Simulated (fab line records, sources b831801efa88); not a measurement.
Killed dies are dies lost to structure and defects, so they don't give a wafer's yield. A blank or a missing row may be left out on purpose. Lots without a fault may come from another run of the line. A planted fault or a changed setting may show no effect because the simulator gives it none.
Chamber matching | flow sfq_line | SFQ_TRILAYER_I4_VIA_ETCH_VIA_ETCH_106 on rie_diel-04: 4 sister chambers
The step etches SiO2 in CHF3, stops on Nb, target depth 260 nm. 4 wafers are shown with their chamber, then 6 later ones without.

WAFERS WITH THEIR CHAMBER
wafer  | chamber | drypump_motor_current_A (A)
L346.4 | 0       | 5.1
L351.4 | 3       | 5.8
L353.3 | 1       | 6.4
L353.5 | 2       | 6.3

WAFERS WITHOUT THEIR CHAMBER
wafer  | drypump_motor_current_A (A)
L353.6 | 6.4
L357.3 | 5.2
L357.4 | 6.2
L362.2 | 5.8
L362.5 | 6.2
L362.6 | 6.4

WHICH CHAMBER EACH WENT THROUGH
wafer  | from the rows above     | in truth
L353.6 | can't be placed: 1 or 2 | 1
L357.3 | 0                       | 0
L357.4 | can't be placed: 2 or 1 | 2
L362.2 | 3                       | 3
L362.5 | can't be placed: 2 or 1 | 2
L362.6 | can't be placed: 1 or 2 | 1
Placed correctly: 2 of 6. Can't be placed from these rows: 4 (the true chamber is among the candidates in 4). Placed wrongly: 0.
How it was worked out, from the rows above alone: a wafer's distance from a chamber is the root of the sum, over the readings, of the square of ((its reading less the chamber's mean) divided by the reading's scatter). The wafer belongs to the nearest chamber; if the next one is less than 2 further off, it can't be placed. A chamber's mean is the mean of its shown wafers. The scatter: with one shown wafer a chamber, the root of the mean of the squares of how far each hidden wafer lies from its nearest shown one.
